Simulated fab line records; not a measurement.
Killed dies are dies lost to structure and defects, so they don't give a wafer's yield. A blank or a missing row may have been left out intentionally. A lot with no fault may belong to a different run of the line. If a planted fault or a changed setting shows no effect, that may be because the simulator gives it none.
Matching of chambers ; flow gf180mcu ; cmp-02 running GF_V2_CMP_04: 4 sister chambers
The step polishes SiO2. 20 wafers are shown with their chamber, then 10 later ones without.

WAFERS, EACH WITH ITS CHAMBER
wafer;chamber;motorCurrentA (A);timeToEndpointS (s);platenRpm (rpm)
L349.1;2;10.4;88;59.99
L349.2;3;9.0;83;59.96
L349.3;0;12.4;84;60.03
L351.1;1;12.4;77;60.03
L351.4;0;12.4;87;59.97
L351.5;1;12.5;84;60.03
L353.1;2;10.3;89;59.95
L353.3;1;12.3;81;59.99
L353.6;2;10.2;85;59.98
L354.2;1;11.5;77;59.98
L354.4;0;12.5;85;60.01
L354.5;1;12.1;82;60.02
L356.3;2;11.0;84;59.98
L356.4;0;11.8;84;59.95
L356.5;1;11.9;86;60.01
L358.2;0;12.0;85;59.98
L358.5;0;12.1;92;59.95
L358.6;1;12.2;94;59.98
L361.1;3;9.0;83;59.99
L361.2;1;11.8;79;59.94

SIGNATURES (averages over the wafers above)
reading;chamber 0;chamber 1;chamber 2;chamber 3;scatter within a chamber
motorCurrentA;12.200;12.088;10.475;9.000;0.312
timeToEndpointS;86.17;82.50;86.50;83.00;4.23
platenRpm;59.9817;59.9975;59.9750;59.9750;0.0289
Rule: distance of a wafer from a chamber = root of the sum over the readings of ((wafer's reading minus chamber's mean) / reading's scatter) squared. The wafer belongs to the nearest chamber; if the next one is less than 2 further off, it can't be placed. The scatter: take each reading less its chamber's mean, square it, sum over the shown wafers, divide by the number of wafers less the number of chambers, and take the root.

WAFERS WITHOUT THEIR CHAMBER
wafer;motorCurrentA (A);timeToEndpointS (s);platenRpm (rpm)
L361.3;10.8;80;59.99
L364.1;11.8;79;60.02
L364.4;10.4;85;59.98
L364.6;10.6;81;60.01
L365.4;12.1;90;60.12
L365.5;12.6;89;60.06
L365.6;12.0;89;60.01
L370.1;12.0;83;60.01
L370.3;9.2;89;60.07
L370.6;9.2;94;60.02

WHICH CHAMBER EACH ONE RAN IN
wafer;from the rows above;in truth
L361.3;2;2
L364.1;can't be placed: 1 or 0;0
L364.4;2;2
L364.6;2;2
L365.4;can't be placed: 1 or 0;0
L365.5;can't be placed: 0 or 1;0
L365.6;can't be placed: 0 or 1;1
L370.1;can't be placed: 1 or 0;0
L370.3;can't be placed: 3 or 2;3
L370.6;can't be placed: 3 or 2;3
3 of 10 placed correctly. Not placeable from these rows: 7 (in 7, the candidates include the true chamber). Placed wrongly: 0.
